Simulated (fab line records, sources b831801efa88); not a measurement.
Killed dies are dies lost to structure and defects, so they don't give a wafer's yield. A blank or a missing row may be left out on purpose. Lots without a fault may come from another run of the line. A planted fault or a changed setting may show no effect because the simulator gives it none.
fab line records | flow gf180mcu | part 2 of 2: steps 27 to 36 of 36
record lots=5 wafers=15 last_day=34
route steps=602 shown V1@344 M2@362
lots that met no fault: from a run of the same line without faults
start_h: hours from the record's first day to the start of the lot's first wafer shown | wait_h: hours since the lot's step before | " the same as in the row above | L1.1+2: a row that stands for several wafers | - no value, or no start given | * or withheld: withheld | < > ~ a bound
route shown NAME@n: a module of which the file shows steps, and the number in the route of the first | usual: mean/standard deviation of fault-free wafers | same: alike in all rows | chamber/n: place in a boat | sites: the reading at each site | _std_site: their standard deviation | _edge_site: outer sites' mean less inner sites' | radius_mm: how far each site lies from the wafer's centre | mask NAME#n: copy n | behind: the tool/chamber that last shaped the wafer | hold: why the lot was held/for how many hours/how that ended | device: the transistor (n, p or np) that didn't switch | end of line: the same wafers' tests at the end of the route | a step without rows: its recipe alone | killed: dies lost to structure and defects at the first sort, not the wafer's yield | map: a wafer's dies, x killed, . not, _ none there
set.NAME: the setting as run; set.NAME@STEP: as run at that earlier step | model.NAME: the simulator's own value behind a step, which no gauge read
lots at some steps of the route; a table a step, a row a wafer
services: from which hour (start_h, from the record's first day; less than 0 if before it) a tool's chamber was out of use, for how many hours, and why
## steps
# step GF_M2_HMDS_08
# recipe prime_time_s=60 prime_temp_c=120
# usual prime_temp_c=120.01/0.14
# same prime_time_s=60
# columns lot.wafer tool chamber start_h wait_h prime_temp_c
L087.2 litho_track-03 0 537.28 0.1 119.97
L087.3 " 0 " " 120.01
L087.5 " 0 " " 120.07
L090.1 litho_track-02 0 571.04 0.1 120.16
L090.4 " 0 " " 119.98
L090.5 " 0 " " 119.81
L091.2 litho_track-03 0 586.98 0.1 120.09
L091.3 " 0 " " 120.24
L091.6 " 0 " " 119.93
L094.3 litho_track-03 0 603.81 0.1 119.92
L094.4 " 0 " " 120.02
L094.6 " 0 " " 120.01
L093.4 litho_track-04 0 604.43 0.1 119.81
L093.5 " 0 " " 119.82
L093.6 " 0 " " 119.86
# step GF_M2_COAT_09
# recipe resist=KrF spin_rpm=withheld resist_thk_nm=1000
# columns lot.wafer tool chamber start_h wait_h
L087.2+3+5 litho_track-03 0 537.43 0.1
L090.1+4+5 litho_track-02 0 571.19 0.1
L091.2+3+6 litho_track-03 0 587.13 0.1
L094.3+4+6 litho_track-03 0 603.96 0.1
L093.4+5+6 litho_track-04 0 604.58 0.1
# step GF_M2_SOFTBAKE_10
# recipe temp_c=130 time_s=60 resist=KrF
# columns lot.wafer tool chamber start_h wait_h
L087.2+3+5 litho_track-03 0 537.58 0.1
L090.1+4+5 litho_track-02 0 571.34 0.1
L091.2+3+6 litho_track-03 0 587.28 0.1
L094.3+4+6 litho_track-03 0 604.11 0.1
L093.4+5+6 litho_track-04 0 604.73 0.1
# step GF_M2_EXPOSE_11
# recipe mask_id=Metal2 target_cd_nm=280 na=0.68 source_shape=conventional sigma_outer=0.6 dose_mj=28
# usual focus_offset_nm=0.0/0.6
# same na=0.68
# columns lot.wafer tool chamber start_h wait_h mask focus_offset_nm
L087.2 krf_scanner-01 0 - - Metal2#0 -0.6
L087.3 " 0 " " Metal2#0 -0.6
L087.5 " 0 " " Metal2#0 0.6
L090.1 krf_scanner-01 0 - - Metal2#0 0.8
L090.4 " 0 " " Metal2#0 0.7
L090.5 " 0 " " Metal2#0 0.3
L091.2 krf_scanner-02 0 - - Metal2#0 -0.1
L091.3 " 0 " " Metal2#0 -0.6
L091.6 " 0 " " Metal2#0 -0.5
L094.3 krf_scanner-02 0 - - Metal2#0 -0.1
L094.4 " 0 " " Metal2#0 0.2
L094.6 " 0 " " Metal2#0 0.7
L093.4 krf_scanner-01 0 - - Metal2#0 -0.1
L093.5 " 0 " " Metal2#0 0.2
L093.6 " 0 " " Metal2#0 0.3
# step GF_M2_PEB_12
# recipe peb_temp_c=135 peb_time_s=90 resist=KrF
# columns lot.wafer tool chamber start_h wait_h
L087.2+3+5 litho_track-03 0 - -
L090.1+4+5 litho_track-04 0 - -
L091.2+3+6 litho_track-02 0 - -
L094.3+4+6 litho_track-03 0 - -
L093.4+5+6 litho_track-03 0 - -
# step GF_M2_DEVELOP_13
# recipe develop_time_s=60 dev_temp_c=21
# columns lot.wafer tool chamber start_h wait_h
L087.2+3+5 litho_track-03 0 548.38 0.2
L090.1+4+5 litho_track-04 0 583.16 0.2
L091.2+3+6 litho_track-02 0 597.72 0.2
L094.3+4+6 litho_track-03 0 613.76 0.1
L093.4+5+6 litho_track-03 0 614.73 0.1
# step GF_M2_CD_MEAS_14
# recipe target_cd_nm=280
# usual cd_nm=279.8/1.1
# columns lot.wafer tool chamber start_h wait_h cd_nm
L087.2 cd_sem-02 - 548.53 0.1 280.7
L087.3 " - " " 280.7
L087.5 " - " " 280.7
L090.1 cd_sem-02 - 583.31 0.1 279.5
L090.4 " - " " 280.0
L090.5 " - " " 280.4
L091.2 cd_sem-02 - 597.86 0.1 280.1
L091.3 " - " " 280.1
L091.6 " - " " 280.3
L094.3 cd_sem-01 - 613.90 0.1 282.6
L094.4 " - " " 280.8
L094.6 " - " " 281.0
L093.4 cd_sem-02 - 614.87 0.1 278.7
L093.5 " - " " 278.5
L093.6 " - " " 278.1
# step GF_M2_OVL_MEAS_15
# usual M2_OVL=2/4.8
# columns lot.wafer tool chamber start_h wait_h M2_OVL[nm]
L087.2 overlay-02 - 548.63 0.1 4
L087.3 " - " " 2
L087.5 " - " " 0
L090.1 overlay-02 - 583.43 0.1 3
L090.4 " - " " 2
L090.5 " - " " -2
L091.2 overlay-02 - 597.97 0.1 4
L091.3 " - " " 2
L091.6 " - " " 9
L094.3 overlay-01 - 613.99 0.1 1
L094.4 " - " " -2
L094.6 " - " " -4
L093.4 overlay-02 - 614.95 0.1 2
L093.5 " - " " 3
L093.6 " - " " -3
# step GF_M2_METAL_ETCH_16
# recipe chemistry=Cl2/BCl3 mask_material=KrF target_depth_nm=750.8 stop_on=SiO2 pressure_mtorr=8 icp_w=800 bias_w=140 Cl2_flow_sccm=80 bcl3_flow_sccm=40 time_s=125.1
# usual drypump_motor_current_A=5.9/0.63 oes_product_au=0.989/0.0067 throttle_valve_pct=28.231/0.01
# columns lot.wafer tool chamber start_h wait_h drypump_motor_current_A oes_product_au rf_hours_counter_h throttle_valve_pct
L087.2 rie_metal-01 0 548.66 0.0 6.7 0.991 13 28.236
L087.3 " 0 " " 6.7 0.992 - 28.210
L087.5 " 1 " " 5.3 0.990 - 28.229
L090.1 rie_metal-03 1 583.47 0.0 5.9 0.988 0 28.224
L090.4 " 1 " " 5.9 0.984 - 28.247
L090.5 " 0 " " 6.6 0.973 - 28.237
L091.2 rie_metal-01 1 598.00 0.0 5.3 0.976 5 28.257
L091.3 " 1 " " 5.3 0.989 - 28.237
L091.6 " 1 " " 5.3 0.988 - 28.236
L094.3 rie_metal-01 1 614.10 0.1 5.3 0.989 - 28.236
L094.4 " 1 " " 5.3 0.982 - 28.231
L094.6 " 1 " " 5.3 0.991 - 28.231
L093.4 rie_metal-03 0 615.01 0.1 6.6 0.990 - 28.225
L093.5 " 0 " " 6.6 0.985 - 28.215
L093.6 " 1 " " 5.9 0.995 - 28.246
# step GF_M2_STRIP_17
# recipe chemistry=O2/N2 power_w=1400 pressure_mtorr=1500 platen_temp_c=250 o2_flow_sccm=3000 n2_flow_sccm=300 overash_fraction=0.5
# usual drypump_motor_current_A=5.5/0.33 heater_power_w=333/32 oes_product_au=0.538/0.0045 strip_time_to_endpoint_s=7.39/0.046
# columns lot.wafer tool chamber start_h wait_h drypump_motor_current_A heater_power_w oes_product_au rf_hours_counter_h strip_time_to_endpoint_s
L087.2 plasma_asher-04 0 548.79 0.1 6.1 313 0.537 73 7.34
L087.3 " 1 " " 5.6 406 0.531 - 7.36
L087.5 " 0 " " 6.1 295 0.539 - 7.38
L090.1 plasma_asher-03 1 583.59 0.1 5.1 340 0.531 48 7.44
L090.4 " 1 " " 5.1 328 0.539 - 7.46
L090.5 " 1 " " 5.1 345 0.542 - 7.47
L091.2 plasma_asher-03 0 598.13 0.1 5.5 305 0.539 49 7.34
L091.3 " 1 " " 5.1 329 0.538 - 7.36
L091.6 " 0 " " 5.5 305 0.539 - 7.39
L094.3 plasma_asher-04 1 614.31 0.2 5.6 402 0.540 - 7.43
L094.4 " 0 " " 6.1 309 0.539 - 7.40
L094.6 " 0 " " 6.1 316 0.540 - 7.42
L093.4 plasma_asher-03 0 615.13 0.1 5.5 304 0.524 - 7.38
L093.5 " 1 " " 5.1 336 0.538 - 7.39
L093.6 " 0 " " 5.5 309 0.538 - 7.39
## services
# columns tool chamber start_h hours kind
pvd_sputter-03 - 489.88 5.8 repair
krf_scanner-01 - 494.33 1.0 pm
krf_scanner-01 - 497.70 1.3 pm
cvd_w-01 1 505.51 11.0 repair
cmp-01 - 507.49 2.0 repair
pvd_sputter-04 - 510.74 0.5 repair
wet_bench-03 - 513.60 1.9 pm
rie_diel-03 3 518.75 5.8 repair
krf_scanner-02 - 533.57 0.8 repair
rie_diel-03 1 536.10 2.1 repair
krf_scanner-02 - 536.77 1.3 pm
krf_scanner-01 - 545.66 3.0 pm
wet_bench-04 - 549.03 1.4 repair
krf_scanner-02 - 555.45 0.8 pm
pvd_sputter-02 - 557.42 12.3 repair
krf_scanner-01 - 564.72 0.8 pm
krf_scanner-02 - 568.83 3.6 pm
cmp-01 - 572.00 4.0 pm
rie_diel-02 3 584.32 6.2 repair
krf_scanner-02 - 589.27 1.0 pm
rie_diel-03 - 597.70 1.4 repair
rie_diel-02 - 608.00 14.6 pm
krf_scanner-01 - 610.34 3.6 repair
plasma_asher-03 - 611.62 3.3 repair
